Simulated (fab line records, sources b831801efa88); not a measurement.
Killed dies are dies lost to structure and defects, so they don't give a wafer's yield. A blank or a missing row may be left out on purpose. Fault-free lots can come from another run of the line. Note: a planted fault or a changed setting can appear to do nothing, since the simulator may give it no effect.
fab line records | flow sky130
[record] lots = 7 wafers = 21 lastDay = 50
route steps=708 shown SONOS_TUNNEL@155 SONOS_ONO@168 PAD_OPEN@708
lots that met no fault: taken from a fault-free run of the same line
startH: the number of hours between the record's first day and the start of the first shown wafer of the lot | waitH: how many hours have passed since the lot's step before this one | " same as the row above | L1.1+2: one row covering several wafers at once | - no value, or no start given | * or withheld: withheld | < > ~ a bound
route shown NAME@n: NAME is a module with steps in the file, n the number in the route of the first one | usual: mean/standard deviation taken from wafers without a fault | same: alike in all rows | chamber/n: place in a boat | sites: each site's reading | _std_site: standard deviation across them | _edge_site: mean of outer sites minus mean of inner sites | radiusMm: for every site, how far away it sits from the centre of the wafer | mask NAME#n: copy n | behind: tool/chamber where the wafer was last shaped | hold: cause of the lot's hold/its duration in hours/its outcome | device: the transistor (n, p or np) that didn't switch | end of line: at the end of the route, the tests of the same wafers | a step with no rows: only its recipe | killed: at the first sort, the dies lost to defects and structure; wafer yield is something else | map: shows each die of a wafer: x if killed, . if not, _ if none is there
set.NAME: the setting the step ran with; set.NAME@STEP: the setting that earlier step ran with | model.NAME: the simulator's own value behind a step, which no gauge read
lots at selected steps of the route; one table per step, one row per wafer
services: when a tool's chamber went out of use (startH, in hours from the record's first day, below 0 if earlier), for how many hours, and the reason
[[steps]]
[step SKY_SONOS_TUNNEL_HMDS_01]
[recipe] primeTimeS = 60 primeTempC = 120
[step SKY_SONOS_TUNNEL_COAT_02]
[recipe] resist = NOVOLAK spinRpm = 3000 resistThkNm = 1140
[step SKY_SONOS_TUNNEL_SOFTBAKE_03]
[recipe] tempC = 90 timeS = 60 resist = NOVOLAK
[step SKY_SONOS_TUNNEL_EXPOSE_04]
[recipe] maskId = TUNM na = 0.6 sourceShape = conventional sigmaOuter = 0.6 polarization = unpolarized targetCdNm = 410 doseMj = 136
[step SKY_SONOS_TUNNEL_PEB_05]
[recipe] tempC = withheld timeS = * resist = NOVOLAK
[step SKY_SONOS_TUNNEL_DEVELOP_06]
[recipe] resist = NOVOLAK developer = TMAH developTimeS = 60 devTempC = 23
[step SKY_SONOS_TUNNEL_CD_MEAS_07]
[recipe] targetCdNm = 410
[usual] cdNm = 410.1/2.1
// columns lot.wafer tool chamber startH waitH cdNm
L246.2 cdSem-02 - 252.84 0.1 411.4
L246.4 " - " " 414.7
L246.5 " - " " 412.1
L258.2 cdSem-02 - 345.97 0.1 406.8
L258.4 " - " " 404.9
L258.6 " - " " 407.3
L259.2 cdSem-01 - 354.72 0.1 412.6
L259.3 " - " " 412.0
L259.6 " - " " 410.1
L260.3 cdSem-01 - 361.04 0.1 410.3
L260.4 " - " " 412.8
L260.5 " - " " 409.3
L261.3 cdSem-01 - 364.69 0.1 409.6
L261.4 " - " " 410.8
L261.6 " - " " 412.0
L264.2 cdSem-02 - 398.27 0.1 410.6
L264.4 " - " " 411.4
L264.6 " - " " 413.0
L266.3 cdSem-02 - 415.20 0.1 412.5
L266.4 " - " " 415.0
L266.5 " - " " 413.0
[step SKY_SONOS_TUNNEL_OVL_MEAS_08]
[usual] SONOS_TUNNEL_OVL = 0.5/1.5
// columns lot.wafer tool chamber startH waitH SONOS_TUNNEL_OVL[nm]
L246.2 overlay-01 - 252.94 0.1 1.0
L246.4 " - " " 1.3
L246.5 " - " " 0.7
L258.2 overlay-01 - 346.08 0.1 -1.8
L258.4 " - " " -2.8
L258.6 " - " " -2.6
L259.2 overlay-02 - 354.83 0.1 0.6
L259.3 " - " " 2.3
L259.6 " - " " 2.1
L260.3 overlay-01 - 361.13 0.1 0.8
L260.4 " - " " 0.5
L260.5 " - " " -1.1
L261.3 overlay-02 - 364.78 0.1 -2.0
L261.4 " - " " -0.6
L261.6 " - " " 0.1
L264.2 overlay-02 - 398.38 0.1 2.6
L264.4 " - " " 2.7
L264.6 " - " " 2.9
L266.3 overlay-02 - 415.29 0.1 1.8
L266.4 " - " " 2.2
L266.5 " - " " 1.5
[step SKY_SONOS_TUNNEL_IMPLANT_09]
[recipe] species = B energyKev = 20 doseCm2 = 1e+12 tiltDeg = withheld
[step SKY_SONOS_TUNNEL_WET_ETCH_10]
[recipe] chemistry = dHF targetDepthNm = 14 target = SiO2 dilution = 100:1 tempC = 25 timeS = 280
[step SKY_SONOS_TUNNEL_STRIP_11]
[recipe] chemistry = SPM timeS = 600 tempC = 130
[step SKY_SONOS_TUNNEL_TW_MEAS_12]
[usual] SONOS_TUNNEL_TW = 197.2/1.7
// columns lot.wafer tool chamber startH waitH SONOS_TUNNEL_TW
L246.2 filmMetro-02 - 253.41 0.0 197.0
L246.4 " - " " 198.3
L246.5 " - " " 197.1
L258.2 filmMetro-01 - 346.58 0.0 197.0
L258.4 " - " " 195.8
L258.6 " - " " 195.3
L259.2 filmMetro-01 - 355.28 0.0 195.0
L259.3 " - " " 194.9
L259.6 " - " " 196.2
L260.3 filmMetro-01 - 361.59 0.0 199.4
L260.4 " - " " 199.2
L260.5 " - " " 200.2
L261.3 filmMetro-01 - 365.24 0.0 199.5
L261.4 " - " " 200.2
L261.6 " - " " 199.8
L264.2 filmMetro-02 - 398.84 0.0 195.8
L264.4 " - " " 195.9
L264.6 " - " " 196.0
L266.3 filmMetro-02 - 415.77 0.0 196.1
L266.4 " - " " 196.3
L266.5 " - " " 197.6
[step SKY_SONOS_TUNNEL_CLEAN_13]
[recipe] chemistry = dHF timeS = 20 dilution = 100:1 dry = ipaMarangoni
[usual] runLengthS = 48.9/2.3 timeS = 20/0
// columns lot.wafer tool chamber startH waitH runLengthS timeS model.SiO2_of_NWELL_OXIDATION_01.thkNm
L246.2 wetBench-02 0 253.46 0.0 47.2 20 8.472
L246.4 " 0 " " 47.2 20 8.377
L246.5 " 0 " " 47.2 20 8.397
L258.2 wetBench-01 2 346.63 0.0 - - 9.618
L258.4 " 2 " " - - 9.585
L258.6 " 2 " " - - 9.542
L259.2 wetBench-04 0 355.33 0.0 - - 9.434
L259.3 " 0 " " - - 9.304
L259.6 " 0 " " - - 9.498
L260.3 wetBench-02 1 361.63 0.0 - - 9.593
L260.4 " 1 " " - - 9.674
L260.5 " 1 " " - - 9.469
L261.3 wetBench-01 0 365.28 0.0 47.9 20 8.436
L261.4 " 0 " " 47.9 20 8.279
L261.6 " 0 " " 47.9 20 8.275
L264.2 wetBench-02 1 398.89 0.0 51.7 20 8.586
L264.4 " 1 " " 51.7 20 8.771
L264.6 " 1 " " 51.7 20 8.663
L266.3 wetBench-04 1 415.81 0.0 47.6 20 8.871
L266.4 " 1 " " 47.6 20 8.817
L266.5 " 1 " " 47.6 20 8.787
[step SKY_SONOS_ONO_OXIDATION_00]
[recipe] tempC = 800 ambient = O2 idleTempC = 700 rampUpCPerMin = 10 rampDownCPerMin = 3 stabiliseS = 600 purgeS = 300 targetThkA = 26 oxTimeS = 1249
[step SKY_SONOS_ONO_THK_MEAS_01]
[recipe] reads = SiO2_of_SONOS_ONO_OXIDATION_00
[usual] SONOS_ONO_OXIDATION_THK = 2.61/0.055
// columns lot.wafer tool chamber startH waitH SONOS_ONO_OXIDATION_THK[nm]
L246.2 filmMetro-04 - 257.70 0.0 2.62
L246.4 " - " " 2.54
L246.5 " - " " 2.53
L258.2 filmMetro-02 - 348.57 0.0 2.62
L258.4 " - " " 2.61
L258.6 " - " " 2.67
L259.2 filmMetro-03 - 358.69 0.0 2.66
L259.3 " - " " 2.66
L259.6 " - " " 2.59
L260.3 filmMetro-02 - 363.01 0.0 2.60
L260.4 " - " " 2.61
L260.5 " - " " 2.59
L261.3 filmMetro-04 - 368.92 0.0 2.62
L261.4 " - " " 2.57
L261.6 " - " " 2.61
L264.2 filmMetro-02 - 400.26 0.0 2.64
L264.4 " - " " 2.64
L264.6 " - " " 2.66
L266.3 filmMetro-02 - 417.19 0.0 2.61
L266.4 " - " " 2.59
L266.5 " - " " 2.56
[step SKY_SONOS_ONO_CVD_02]
[recipe] material = Si3N4 precursor = DCS/NH3 targetThkNm = 10.5 tempC = 770 timeS = 180 pressureMtorr = 250
[step SKY_SONOS_ONO_THK_MEAS_03]
[recipe] reads = Si3N4_of_SONOS_ONO_CVD_02
[usual] SONOS_ONO_CVD_02_THK = 10.57/0.15
// columns lot.wafer tool chamber startH waitH SONOS_ONO_CVD_02_THK[nm]
L246.2 filmMetro-03 - 259.01 0.0 10.54
L246.4 " - " " 10.59
L246.5 " - " " 10.38
L258.2 filmMetro-02 - 350.83 0.0 10.40
L258.4 " - " " 10.36
L258.6 " - " " 10.42
L259.2 filmMetro-04 - 360.24 0.0 10.51
L259.3 " - " " 10.37
L259.6 " - " " 10.45
L260.3 filmMetro-02 - 364.55 0.0 10.45
L260.4 " - " " 10.43
L260.5 " - " " 10.39
L261.3 filmMetro-04 - 370.51 0.0 10.30
L261.4 " - " " 10.47
L261.6 " - " " 10.41
L264.2 filmMetro-02 - 401.64 0.0 10.63
L264.4 " - " " 10.66
L264.6 " - " " 10.66
L266.3 filmMetro-02 - 419.55 0.0 10.79
L266.4 " - " " 10.74
L266.5 " - " " 10.88
[step SKY_SONOS_ONO_CVD_04]
[recipe] material = SiO2 precursor = SiH4/N2O targetThkNm = 5.7199 tempC = 900 pressureMtorr = 400
[step SKY_SONOS_ONO_THK_MEAS_05]
[recipe] reads = SiO2_of_SONOS_ONO_CVD_04
[usual] SONOS_ONO_CVD_04_THK = 5.67/0.11
// columns lot.wafer tool chamber startH waitH SONOS_ONO_CVD_04_THK[nm]
L246.2 filmMetro-03 - 260.32 0.0 5.76
L246.4 " - " " 5.77
L246.5 " - " " 5.68
L258.2 filmMetro-02 - 352.14 0.0 5.70
L258.4 " - " " 5.78
L258.6 " - " " 5.79
L259.2 filmMetro-04 - 361.55 0.0 5.68
L259.3 " - " " 5.60
L259.6 " - " " 5.65
L260.3 filmMetro-04 - 365.86 0.0 5.54
L260.4 " - " " 5.56
L260.5 " - " " 5.57
L261.3 filmMetro-04 - 372.85 0.0 5.64
L261.4 " - " " 5.61
L261.6 " - " " 5.61
L264.2 filmMetro-04 - 402.95 0.0 5.61
L264.4 " - " " 5.78
L264.6 " - " " 5.64
L266.3 filmMetro-04 - 420.86 0.0 5.69
L266.4 " - " " 5.74
L266.5 " - " " 5.57
[step SKY_SONOS_ONO_DEHYDRATE_06]
[recipe] tempC = 200 timeS = 60
[step SKY_SONOS_ONO_HMDS_07]
[recipe] primeTimeS = 60 primeTempC = 120
[step SKY_SONOS_ONO_COAT_08]
[recipe] resist = NOVOLAK spinRpm = 3024 resistThkNm = 1140
[step SKY_SONOS_ONO_SOFTBAKE_09]
[recipe] tempC = 90 timeS = 60 resist = NOVOLAK
[step SKY_SONOS_ONO_EXPOSE_10]
[recipe] maskId = ONOM targetCdNm = 410 na = 0.6 sourceShape = conventional sigmaOuter = 0.6 doseMj = 150
[step SKY_SONOS_ONO_PEB_11]
[recipe] tempC = withheld timeS = * resist = NOVOLAK
[step SKY_SONOS_ONO_DEVELOP_12]
[recipe] developTimeS = 60 devTempC = 23
[step SKY_SONOS_ONO_CD_MEAS_13]
[recipe] targetCdNm = 410
[usual] cdNm = 410.0/1.8
// columns lot.wafer tool chamber startH waitH cdNm
L246.2 cdSem-01 - 284.33 0.1 410.4
L246.4 " - " " 410.7
L246.5 " - " " 411.7
L258.2 cdSem-01 - 380.58 0.1 411.7
L258.4 " - " " 410.1
L258.6 " - " " 411.4
L259.2 cdSem-01 - 390.03 0.1 408.7
L259.3 " - " " 409.6
L259.6 " - " " 407.9
L260.3 cdSem-01 - 395.29 0.1 410.5
L260.4 " - " " 407.1
L260.5 " - " " 410.4
L261.3 cdSem-01 - 402.65 0.1 408.9
L261.4 " - " " 408.3
L261.6 " - " " 410.6
L264.2 cdSem-02 - 433.43 0.1 408.8
L264.4 " - " " 409.1
L264.6 " - " " 410.4
L266.3 cdSem-02 - 451.49 0.1 414.2
L266.4 " - " " 413.4
L266.5 " - " " 411.5
[step SKY_SONOS_ONO_OVL_MEAS_14]
[usual] SONOS_ONO_OVL = -0.6/1.6
// columns lot.wafer tool chamber startH waitH SONOS_ONO_OVL[nm]
L246.2 overlay-01 - 284.44 0.1 -0.8
L246.4 " - " " -0.2
L246.5 " - " " -1.3
L258.2 overlay-01 - 380.69 0.1 -3.2
L258.4 " - " " -0.8
L258.6 " - " " -2.0
L259.2 overlay-02 - 390.14 0.1 2.5
L259.3 " - " " 1.0
L259.6 " - " " 2.5
L260.3 overlay-02 - 395.38 0.1 1.4
L260.4 " - " " 0.6
L260.5 " - " " 1.6
L261.3 overlay-02 - 402.75 0.1 -1.3
L261.4 " - " " -1.3
L261.6 " - " " 0.2
L264.2 overlay-01 - 433.54 0.1 0.6
L264.4 " - " " -0.7
L264.6 " - " " -1.7
L266.3 overlay-02 - 451.58 0.1 0.2
L266.4 " - " " 0.5
L266.5 " - " " -0.6
[step SKY_SONOS_ONO_ETCH_15]
[recipe] targetDepthNm = 19.52 chemistry = CHF3/O2 sourceW = 600 biasW = 200 pressureMtorr = 40 chf3FlowSccm = 50 O2_flow_sccm = 5 timeS = 7.8
[usual] drypumpMotorCurrentA = 5.8/0.41 oesProductAu = 1.003/0.0092 throttleValvePct = 8.825/0.0085
// columns lot.wafer tool chamber startH waitH drypumpMotorCurrentA oesProductAu rfHoursCounterH throttleValvePct model.SiO2_of_NWELL_OXIDATION_01.thkNm
L246.2 rieDiel-02 0 284.47 0.0 5.0 1.008 38 8.821 5.101
L246.4 " 2 " " 5.1 1.006 92 8.827 5.062
L246.5 " 3 " " 6.4 0.998 - 8.805 5.084
L258.2 rieDiel-02 1 380.72 0.0 5.6 1.005 1 8.819 6.294
L258.4 " 2 " " 5.1 0.993 94 8.829 6.291
L258.6 " 3 " " 6.4 1.001 - 8.814 6.208
L259.2 rieDiel-01 2 390.17 0.0 6.3 0.999 88 8.817 6.144
L259.3 " 1 " " 5.5 1.004 35 8.833 5.96
L259.6 " 0 " " 5.7 1.001 - 8.828 6.205
L260.3 rieDiel-02 1 395.41 0.0 5.6 1.000 1 8.827 6.267
L260.4 " 0 " " 5.1 1.023 41 8.840 6.239
L260.5 " 2 " " 5.1 1.014 - 8.822 6.116
L261.3 rieDiel-01 1 402.77 0.0 5.5 1.017 36 8.831 5.091
L261.4 " 2 " " 6.3 1.000 88 8.821 4.98
L261.6 " 2 " " 6.3 1.000 - 8.827 4.991
L264.2 rieDiel-04 0 433.57 0.0 5.7 0.990 1 8.835 5.323
L264.4 " 3 " " 5.9 0.991 36 8.827 5.539
L264.6 " 3 " " 5.9 0.994 - 8.816 5.412
L266.3 rieDiel-02 3 451.61 0.0 6.4 1.003 17 8.816 5.536
L266.4 " 2 " " 5.1 0.997 95 8.815 5.525
L266.5 " 0 " " 5.0 1.014 - 8.823 5.419
[step SKY_SONOS_ONO_WET_ETCH_16]
[recipe] chemistry = dHF targetDepthNm = 14 dry = n2Spin target = SiO2 dilution = 100:1 tempC = 25 timeS = 280
[step SKY_PAD_OPEN_PROBE_99]
[usual] killed_at_M0_to_M3 = 43/5.9 killed_at_M4_up = 2.9/1.5 killedAtContacts = 24/5 killedAtFrontEnd = 15/4.8 killedAtOther = 0.2/0.5 killedDies = 86/9.3 killedOpen = 47/7.1 killedShort = 38/6.3
[same] grossDies = 492 killedAtBackSide = 0
// columns lot.wafer tool chamber startH waitH killed_at_M0_to_M3 killed_at_M4_up killedAtContacts killedAtFrontEnd killedAtOther killedDies killedOpen killedShort model.etest.capOno.gateBvV model.etest.capOno.gateLog10ACm2 model.etest.sonosBaked.vtLessV model.etest.sonosBaked.vtV
L246.2 prober-01 - 1088.92 0.1 32 5 29 18 0 84 44 40 16.63 -7.985 -0.5072 0.9695
L246.4 prober-01 - 1089.02 0.2 43 4 33 19 0 99 54 45 16.26 -8.075 -0.5 0.9088
L246.5 prober-01 - 1089.07 0.2 50 4 27 18 1 100 60 40 16.27 -7.878 -0.5378 0.9214
L258.2 prober-01 - 1154.54 0.1 55 4 28 19 0 106 65 41 13.06 -6.286 -0.7645 0.6854
L258.4 prober-01 - 1154.64 0.2 43 2 20 9 0 74 38 36 12.69 -6.277 -0.6958 0.7473
L258.6 prober-01 - 1154.74 0.2 45 3 22 11 0 81 43 38 13.09 -6.327 -0.7048 0.6993
L259.2 prober-02 - 1164.38 0.1 43 3 21 12 0 79 47 32 12.54 -6.165 -0.6789 0.7826
L259.3 prober-02 - 1164.43 0.2 44 3 29 18 0 94 47 47 12.9 -5.994 -0.7878 0.78
L259.6 prober-02 - 1164.58 0.2 43 3 18 21 0 85 45 40 12.76 -6.033 -0.7262 0.751
L260.3 prober-01 - 1165.65 0.2 41 5 28 19 0 93 55 38 12.76 -6.052 -0.7738 0.8007
L260.4 prober-01 - 1165.70 0.2 41 3 27 16 0 87 39 48 12.73 -6.077 -0.7787 0.7751
L260.5 prober-01 - 1165.75 0.2 49 2 21 11 0 83 50 33 12.94 -6.076 -0.7542 0.7952
L261.3 prober-02 - 1172.19 0.2 36 3 25 13 0 77 41 36 16.4 -7.769 -0.5174 1.023
L261.4 prober-02 - 1172.24 0.2 43 4 30 15 0 92 54 38 16.26 -7.75 -0.5247 1.034
L261.6 prober-02 - 1172.34 0.2 43 3 21 12 2 81 38 43 16.42 -7.815 -0.5318 1.026
L264.2 prober-02 - 1189.04 0.1 41 4 23 10 0 78 41 37 16.59 -7.988 -0.5523 0.9683
L264.4 prober-02 - 1189.14 0.2 43 1 33 18 2 97 57 40 16.81 -8.205 -0.5041 0.9046
L264.6 prober-02 - 1189.24 0.2 42 4 28 11 0 85 48 37 16.7 -7.993 -0.4726 1.02
L266.3 prober-02 - 1194.92 0.2 39 3 28 7 0 77 42 35 16.91 -8.17 -0.4537 0.949
L266.4 prober-02 - 1194.97 0.2 49 1 31 12 0 93 51 42 16.36 -8.05 -0.5237 0.8675
L266.5 prober-02 - 1195.02 0.2 39 0 25 10 0 74 45 29 16.26 -8.026 -0.5213 0.9082
// killed by level:class
L246.2 CONTACT:geometricParticle:open=11 CONTACT:geometricParticle:short=9 VIA1:geometricParticle:open=7 VIA2:geometricParticle:open=7 POLY_GATE:geometricParticle:short=5 POLY_GATE:geometricParticle:open=5 METAL4:geometricParticle:short=5 FIELD_ISO:geometricParticle:open=4
L246.4 CONTACT:geometricParticle:open=17 VIA3:geometricParticle:open=8 VIA1:geometricParticle:open=7 VIA1:geometricParticle:short=7 CONTACT:geometricParticle:short=6 FIELD_ISO:geometricParticle:short=5 METAL2:geometricParticle:short=5 VIA2:geometricParticle:open=5
L246.5 VIA1:geometricParticle:open=15 VIA3:geometricParticle:open=9 CONTACT:geometricParticle:open=8 FIELD_ISO:geometricParticle:open=6 LOCAL_INTERCONNECT:geometricParticle:short=6 LI_CONTACT:geometricParticle:open=6 VIA2:geometricParticle:open=6 POLY_GATE:geometricParticle:open=5
L258.2 VIA1:geometricParticle:open=17 CONTACT:geometricParticle:open=15 VIA3:geometricParticle:open=9 VIA2:geometricParticle:open=8 FIELD_ISO:geometricParticle:open=7 METAL1:geometricParticle:short=7 CONTACT:geometricParticle:short=6 LOCAL_INTERCONNECT:geometricParticle:short=5
L258.4 VIA1:geometricParticle:open=15 CONTACT:geometricParticle:short=8 VIA3:geometricParticle:open=6 POLY_GATE:geometricParticle:short=4 LI_CONTACT:geometricParticle:open=4 METAL1:geometricParticle:short=4 VIA1:geometricParticle:short=4 VIA2:geometricParticle:open=4
L258.6 VIA1:geometricParticle:open=18 LI_CONTACT:geometricParticle:open=6 CONTACT:geometricParticle:open=6 VIA1:geometricParticle:short=5 VIA3:geometricParticle:short=4 METAL1:geometricParticle:short=4 LI_CONTACT:geometricParticle:short=4 CONTACT:geometricParticle:short=4
L259.2 VIA1:geometricParticle:open=12 CONTACT:geometricParticle:open=8 VIA2:geometricParticle:open=8 VIA3:geometricParticle:open=8 CONTACT:geometricParticle:short=6 METAL1:geometricParticle:short=5 LI_CONTACT:geometricParticle:open=4 FIELD_ISO:geometricParticle:open=3
L259.3 VIA1:geometricParticle:open=9 CONTACT:geometricParticle:short=8 CONTACT:geometricParticle:open=8 METAL1:geometricParticle:short=8 VIA3:geometricParticle:open=8 FIELD_ISO:geometricParticle:open=5 LI_CONTACT:geometricParticle:open=5 LOCAL_INTERCONNECT:geometricParticle:short=5
L259.6 VIA1:geometricParticle:open=8 CONTACT:geometricParticle:open=8 VIA2:geometricParticle:open=7 METAL1:geometricParticle:short=7 POLY_GATE:geometricParticle:short=6 VIA1:geometricParticle:short=6 FIELD_ISO:geometricParticle:short=5 POLY_GATE:geometricParticle:open=5
L260.3 VIA1:geometricParticle:open=14 LI_CONTACT:geometricParticle:open=10 CONTACT:geometricParticle:open=9 METAL1:geometricParticle:short=6 FIELD_ISO:geometricParticle:short=5 VIA3:geometricParticle:open=5 FIELD_ISO:geometricParticle:open=4 POLY_GATE:geometricParticle:short=4
L260.4 CONTACT:geometricParticle:open=9 FIELD_ISO:geometricParticle:short=8 LI_CONTACT:geometricParticle:open=7 VIA1:geometricParticle:open=6 VIA3:geometricParticle:open=6 CONTACT:geometricParticle:short=6 LOCAL_INTERCONNECT:geometricParticle:short=5 METAL1:geometricParticle:short=5
L260.5 VIA1:geometricParticle:open=17 LI_CONTACT:geometricParticle:open=8 VIA1:geometricParticle:short=8 CONTACT:geometricParticle:open=6 VIA3:geometricParticle:open=6 FIELD_ISO:geometricParticle:open=4 METAL2:geometricParticle:short=4 CONTACT:geometricParticle:short=3
L261.3 CONTACT:geometricParticle:open=9 VIA1:geometricParticle:open=7 METAL1:geometricParticle:short=6 VIA2:geometricParticle:open=6 LI_CONTACT:geometricParticle:open=5 LOCAL_INTERCONNECT:geometricParticle:short=5 METAL2:geometricParticle:short=5 POLY_GATE:geometricParticle:short=3
L261.4 LI_CONTACT:geometricParticle:open=11 VIA1:geometricParticle:open=9 METAL2:geometricParticle:short=9 VIA2:geometricParticle:open=9 CONTACT:geometricParticle:open=7 LI_CONTACT:geometricParticle:short=5 VIA2:geometricParticle:short=5 POLY_GATE:geometricParticle:open=4
L261.6 METAL2:geometricParticle:short=9 LOCAL_INTERCONNECT:geometricParticle:short=8 CONTACT:geometricParticle:open=7 VIA1:geometricParticle:open=7 VIA3:geometricParticle:open=7 VIA2:geometricParticle:open=6 VIA2:geometricParticle:short=5 FIELD_ISO:geometricParticle:short=4
L264.2 VIA3:geometricParticle:open=9 CONTACT:geometricParticle:open=7 METAL2:geometricParticle:short=7 VIA2:geometricParticle:open=7 LOCAL_INTERCONNECT:geometricParticle:short=5 VIA1:geometricParticle:short=5 VIA1:geometricParticle:open=5 LI_CONTACT:geometricParticle:short=4
L264.4 VIA1:geometricParticle:open=13 CONTACT:geometricParticle:open=9 VIA3:geometricParticle:open=9 LI_CONTACT:geometricParticle:open=7 CONTACT:geometricParticle:short=7 LOCAL_INTERCONNECT:geometricParticle:short=6 VIA2:geometricParticle:open=6 POLY_GATE:geometricParticle:open=5
L264.6 CONTACT:geometricParticle:open=10 VIA1:geometricParticle:short=9 VIA3:geometricParticle:open=9 VIA1:geometricParticle:open=8 LI_CONTACT:geometricParticle:open=7 LOCAL_INTERCONNECT:geometricParticle:short=5 CONTACT:geometricParticle:short=5 VIA2:geometricParticle:open=5
L266.3 CONTACT:geometricParticle:open=13 LI_CONTACT:geometricParticle:open=9 METAL1:geometricParticle:short=8 VIA1:geometricParticle:open=7 METAL2:geometricParticle:short=5 VIA2:geometricParticle:open=4 VIA3:geometricParticle:open=4 LOCAL_INTERCONNECT:geometricParticle:short=3
L266.4 VIA3:geometricParticle:open=10 LI_CONTACT:geometricParticle:open=9 CONTACT:geometricParticle:open=9 CONTACT:geometricParticle:short=9 VIA1:geometricParticle:open=8 METAL2:geometricParticle:short=7 VIA1:geometricParticle:short=6 METAL1:geometricParticle:open=4
L266.5 CONTACT:geometricParticle:open=13 VIA1:geometricParticle:open=11 FIELD_ISO:geometricParticle:short=5 VIA1:geometricParticle:short=5 VIA2:geometricParticle:open=5 VIA3:geometricParticle:open=5 LI_CONTACT:geometricParticle:open=4 CONTACT:geometricParticle:short=4
[[services]]
// columns tool chamber startH hours kind
rieDiel-04 1 243.55 4.6 repair
rieDiel-04 0 255.16 7.5 repair
rieDiel-02 - 279.51 0.3 repair
rieDiel-01 1 283.49 16.3 repair
rieDiel-02 1 297.67 7.5 repair
rieDiel-02 0 304.98 6.8 repair
rieDiel-02 1 311.82 - clean
rieDiel-02 1 311.82 39.5 scheduledDown
rieDiel-02 1 311.82 39.5 ventCycle
rieDiel-01 2 313.19 3.4 repair
rieDiel-01 2 320.82 3.3 repair
rieDiel-02 - 333.96 2.8 pm
rieDiel-04 - 334.11 1.2 repair
wetBench-02 - 344.75 1.9 pm
wetBench-04 - 345.38 1.9 pm
wetBench-04 - 347.70 2.9 repair
rieDiel-04 0 349.19 6.7 repair
rieDiel-04 0 360.10 - clean
rieDiel-04 0 360.10 14.1 scheduledDown
rieDiel-04 0 360.10 14.1 ventCycle
wetBench-02 - 382.62 2.3 repair
rieDiel-01 - 410.68 0.2 repair
rieDiel-04 1 420.02 2.8 repair
[[key]]
[firstSign] step = SKY_SONOS_TUNNEL_CLEAN_13 reading = toolRecord direction = missing
effect none on later readings
[modelEffect] step = SKY_SONOS_TUNNEL_CLEAN_13 value = SiO2_of_NWELL_OXIDATION_01.thkNm without = 8.646 struck = 9.524
[modelEffect] step = SKY_SONOS_ONO_ETCH_15 value = SiO2_of_NWELL_OXIDATION_01.thkNm without = 5.314 struck = 6.192
[modelEffect] step = SKY_PAD_OPEN_PROBE_99 value = etest.capOno.gateBvV without = 16.29 struck = 12.83
metAt SKY_SONOS_TUNNEL_CLEAN_13
struckWafers L258.2,L258.4,L258.6,L259.2,L259.3,L259.6,L260.3,L260.4,L260.5
testerLeftOut L258,L259,L260
onsetBetween 253.46 346.63
[fault] kind = skippedStepWhole tool = wetBench-01,wetBench-02,wetBench-04 chamber = - onsetH = 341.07 steps = SKY_SONOS_TUNNEL_CLEAN_13 scope = struckLotsOnly
// testerLeftOut: of these lots the tester's yield and bins aren't shown, on N5 and GAA mostly nor the transistor test; their killed dies are dies lost to structure and defects alone, not to doping, threshold or leakage, so they don't give the yield
